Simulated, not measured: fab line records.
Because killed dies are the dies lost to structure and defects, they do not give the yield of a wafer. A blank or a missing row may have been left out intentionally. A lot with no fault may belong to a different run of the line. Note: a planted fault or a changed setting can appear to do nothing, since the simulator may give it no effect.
Commonality check across tools | flow sky130 | Sampled: 12 lots, 36 wafers

## WHY THIS WAS OPENED
2 of 12 lots carry a flag on the reading RES_XHIGH_TW at SKY_RES_XHIGH_TW_MEAS_09. No-fault wafers: 1649, standard deviation 9.5.
Rule: a lot is flagged in two cases, either no wafer of it has a number, or all its wafers with numbers fall more than 4 standard deviations from that mean. The other lots count as sound.

lot  | measured     | on            | RES_XHIGH_TW, wafer by wafer | flag
L756 | day 27 02:13 | film metro-01 | 1657 1650 1651               |
L757 | day 27 04:58 | film metro-03 | 1653 1653 1647               |
L758 | day 27 11:11 | film metro-03 | 1648 1650 1654               |
L759 | day 28 03:06 | film metro-03 | 1649 1647 1659               |
L763 | day 29 11:01 | film metro-03 | 1651 1655 1645               |
L768 | day 31 02:54 | film metro-04 | 1663 1648 1651               |
L769 | day 31 12:01 | film metro-01 | 30 30 30                     | FLAGGED
L770 | day 31 18:40 | film metro-04 | 30 30 30                     | FLAGGED
L771 | day 31 23:11 | film metro-01 | 1631 1631 1637               |
L773 | day 32 14:16 | film metro-01 | 1643 1640 1641               |
L778 | day 34 00:49 | film metro-04 | 1631 1646 1647               |
L779 | day 34 09:28 | film metro-04 | 1653 1650 1645               |
Averaged over the flagged lots the numbers come to 30, -1619 from the usual (-99 or more standard deviations).

## WHICH TOOL RAN EACH LOT
3 process steps preceding the reading are held in the record, out of 708 steps in the route. Every cell lists first the tool, next ch and the chambers used by the sampled wafers, and last the start.
lot  | flag    | SKY_LDD_N_STRIP_16                   | SKY_POLY_CUT_STRIP_12                | SKY_RES_XHIGH_DEVELOP_06
L756 |         | plasma asher-04 ch 0,1, day 18 06:41 | plasma asher-03 ch 0,1, day 24 16:32 | litho track-03 ch 0, day 27 01:49
L757 |         | plasma asher-03 ch 1, day 18 06:49   | plasma asher-02 ch 1, day 24 17:14   | litho track-02 ch 0, day 27 04:34
L758 |         | plasma asher-03 ch 0,1, day 18 12:59 | plasma asher-04 ch 0,1, day 25 00:19 | litho track-04 ch 0, day 27 10:49
L759 |         | plasma asher-01 ch 0, day 19 07:46   | plasma asher-04 ch 0,1, day 25 17:08 | litho track-03 ch 0, day 28 02:42
L763 |         | plasma asher-01 ch 0,1, day 20 19:22 | plasma asher-03 ch 0,1, day 27 03:41 | litho track-03 ch 0, day 29 10:37
L768 |         | plasma asher-04 ch 0,1, day 22 14:56 | plasma asher-03 ch 0,1, day 28 18:59 | litho track-04 ch 0, day 31 02:30
L769 | FLAGGED | plasma asher-04 ch 0,1, day 22 23:07 | plasma asher-04 ch 0, day 29 04:05   | litho track-03 ch 0, day 31 11:37
L770 | FLAGGED | plasma asher-04 ch 0,1, day 23 03:01 | plasma asher-03 ch 0,1, day 29 09:44 | litho track-03 ch 0, day 31 18:17
L771 |         | plasma asher-04 ch 0,1, day 23 11:32 | plasma asher-04 ch 0,1, day 29 15:14 | litho track-04 ch 0, day 31 22:49
L773 |         | plasma asher-03 ch 0,1, day 24 03:37 | plasma asher-04 ch 0,1, day 30 06:29 | litho track-02 ch 0, day 32 13:52
L778 |         | plasma asher-04 ch 0,1, day 25 19:14 | plasma asher-02 ch 0,1, day 31 19:35 | litho track-04 ch 0, day 34 00:25
L779 |         | plasma asher-01 ch 0,1, day 26 03:49 | plasma asher-03 ch 0,1, day 32 03:20 | litho track-03 ch 0, day 34 09:05
These steps, and what they do:
- SKY_LDD_N_STRIP_16: strips in O2/N2.
- SKY_POLY_CUT_STRIP_12: strips in O2/N2.
- SKY_RES_XHIGH_DEVELOP_06: develop time 60 s.
- SKY_RES_XHIGH_TW_MEAS_09

## FLAGGED AGAINST TOTAL, ONE TOOL AT A TIME (gauges that did the reading follow at the end)
step                     | tool            | lots run | flagged | share of the flagged lots | sound lots run after its first flagged lot
SKY_LDD_N_STRIP_16       | plasma asher-01 | 3        | 0       | none                      | -
SKY_LDD_N_STRIP_16       | plasma asher-03 | 3        | 0       | none                      | -
SKY_LDD_N_STRIP_16       | plasma asher-04 | 6        | 2       | all                       | 2 (L771,L778)
SKY_POLY_CUT_STRIP_12    | plasma asher-02 | 2        | 0       | none                      | -
SKY_POLY_CUT_STRIP_12    | plasma asher-03 | 5        | 1       | some                      | 1 (L779)
SKY_POLY_CUT_STRIP_12    | plasma asher-04 | 5        | 1       | some                      | 2 (L771,L773)
SKY_RES_XHIGH_DEVELOP_06 | litho track-02  | 2        | 0       | none                      | -
SKY_RES_XHIGH_DEVELOP_06 | litho track-03  | 6        | 2       | all                       | 1 (L779)
SKY_RES_XHIGH_DEVELOP_06 | litho track-04  | 4        | 0       | none                      | -
SKY_RES_XHIGH_TW_MEAS_09 | film metro-01   | 4        | 1       | some                      | 2 (L771,L773)
SKY_RES_XHIGH_TW_MEAS_09 | film metro-03   | 4        | 0       | none                      | -
SKY_RES_XHIGH_TW_MEAS_09 | film metro-04   | 4        | 1       | some                      | 2 (L778,L779)

## WHAT THE TABLE PERMITS
plasma asher-04 at SKY_LDD_N_STRIP_16 and litho track-03 at SKY_RES_XHIGH_DEVELOP_06 are the 2 rows of the table that ran each flagged lot.
- plasma asher-04 at SKY_LDD_N_STRIP_16: 2 of its 6 lots flagged. Lots that were sound ran on it after the first flagged one (L771, L778); a persistent fault on the entire tool would not allow that.
- litho track-03 at SKY_RES_XHIGH_DEVELOP_06: 2 of its 6 lots flagged. Lots that were sound ran on it after the first flagged one (L779); a persistent fault on the entire tool would not allow that.
Not one row of the table ran every flagged lot while running no sound lot after the first.

## WHAT HAD BEEN PUT IN BY THE SIMULATOR
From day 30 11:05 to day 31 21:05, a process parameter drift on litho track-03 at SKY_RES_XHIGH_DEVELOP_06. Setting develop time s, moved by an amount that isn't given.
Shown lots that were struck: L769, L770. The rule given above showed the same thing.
